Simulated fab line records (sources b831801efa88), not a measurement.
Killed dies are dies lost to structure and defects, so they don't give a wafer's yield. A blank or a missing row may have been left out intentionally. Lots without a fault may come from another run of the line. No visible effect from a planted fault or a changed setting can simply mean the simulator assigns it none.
Chamber matching | flow gf180mcu | GF_V3_CVD_02 on pecvd-02 has 3 sister chambers
The step deposits SiO2 from TEOS, target thk 850 nm, time 94.851 s. 18 wafers are shown with their chamber, then 9 later ones without.

WAFERS WITH THEIR CHAMBER
wafer  | chamber | heaterPowerW (W)
L074.2 | 1       | 534
L074.3 | 0       | 944
L074.4 | 2       | 596
L078.1 | 2       | 605
L078.2 | 0       | 943
L078.3 | 1       | 506
L080.1 | 0       | 1015
L080.2 | 1       | 555
L080.6 | 0       | 1028
L082.1 | 2       | 750
L082.2 | 1       | 585
L082.3 | 0       | 936
L083.1 | 0       | 891
L083.3 | 1       | 514
L083.5 | 1       | 556
L086.1 | 2       | 708
L086.4 | 2       | 717
L086.5 | 1       | 561

SIGNATURES (means of the wafers above)
reading      | chamber 0 | chamber 1 | chamber 2 | scatter within a chamber
heaterPowerW | 959.50    | 544.43    | 675.20    | 50.2
Rule: distance of a wafer from a chamber = root of the sum over the readings of ((wafer's reading minus chamber's mean) / reading's scatter) squared. If the next closest chamber is less than 2 further off than the closest, the wafer can't be placed; otherwise it belongs to the closest. The scatter: take each reading less its chamber's mean, square it, sum over the shown wafers, divide by the number of wafers less the number of chambers, and take the root.

WAFERS MISSING THEIR CHAMBER
wafer  | heaterPowerW (W)
L094.1 | 501
L094.2 | 731
L094.3 | 952
L094.4 | 999
L094.5 | 594
L094.6 | 555
L095.3 | 579
L095.4 | 451
L095.6 | 702

WHICH CHAMBER EACH WENT THROUGH
wafer  | from the rows above     | in truth
L094.1 | 1                       | 1
L094.2 | 2                       | 2
L094.3 | 0                       | 0
L094.4 | 0                       | 0
L094.5 | can't be placed: 1 or 2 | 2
L094.6 | 1                       | 1
L095.3 | can't be placed: 1 or 2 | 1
L095.4 | 1                       | 1
L095.6 | 2                       | 2
Correct placement for 7 of the 9. Unplaceable from these rows: 2, with the true chamber sitting among the candidates in 2. Number placed wrongly: 0.
